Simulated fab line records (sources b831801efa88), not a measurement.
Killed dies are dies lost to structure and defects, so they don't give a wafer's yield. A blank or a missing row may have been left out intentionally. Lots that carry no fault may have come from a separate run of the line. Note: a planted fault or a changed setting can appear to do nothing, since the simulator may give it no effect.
Chamber matching | flow sky130 | SKY_VIA3_CMP_24 on cmp-01 has 4 sister chambers
The step polishes, stops on SiO2, t overpolish 20 s, target thk 0 nm. 4 wafers are shown with their chamber, then 7 later ones without.

## WAFERS, EACH WITH ITS CHAMBER
wafer  | chamber | motorCurrentA (A)
L566.1 | 2       | 10.8
L567.4 | 3       | 11.1
L570.2 | 0       | 12.5
L570.3 | 1       | 12.2

## WAFERS WITHOUT THEIR CHAMBER
wafer  | motorCurrentA (A)
L570.4 | 10.6
L575.1 | 9.9
L575.3 | 11.1
L575.6 | 11.9
L576.3 | 10.9
L576.5 | 11.1
L576.6 | 12.3

## CHAMBER TAKEN BY EACH
wafer  | from the rows above          | in truth
L570.4 | can't be placed: 2 or 3      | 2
L575.1 | can't be placed: 2 or 3      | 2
L575.3 | can't be placed: 3 or 2      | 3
L575.6 | can't be placed: 1 or 0 or 3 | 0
L576.3 | can't be placed: 2 or 3      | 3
L576.5 | can't be placed: 3 or 2      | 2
L576.6 | can't be placed: 1 or 0      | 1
Placed correctly: 0 of 7. Unplaceable from these rows: 7, with the true chamber sitting among the candidates in 7. Placed wrongly: 0.
How it was worked out, from the rows above alone: a wafer's distance from a chamber is the root of the sum, over the readings, of the square of ((its reading less the chamber's mean) divided by the reading's scatter). The wafer belongs to the nearest chamber; if the next one is less than 2 further off, it can't be placed. A chamber's mean is the mean of its shown wafers. The scatter (one wafer shown for each chamber): square how far every hidden wafer sits from the nearest shown wafer, average those squares and take the square root.
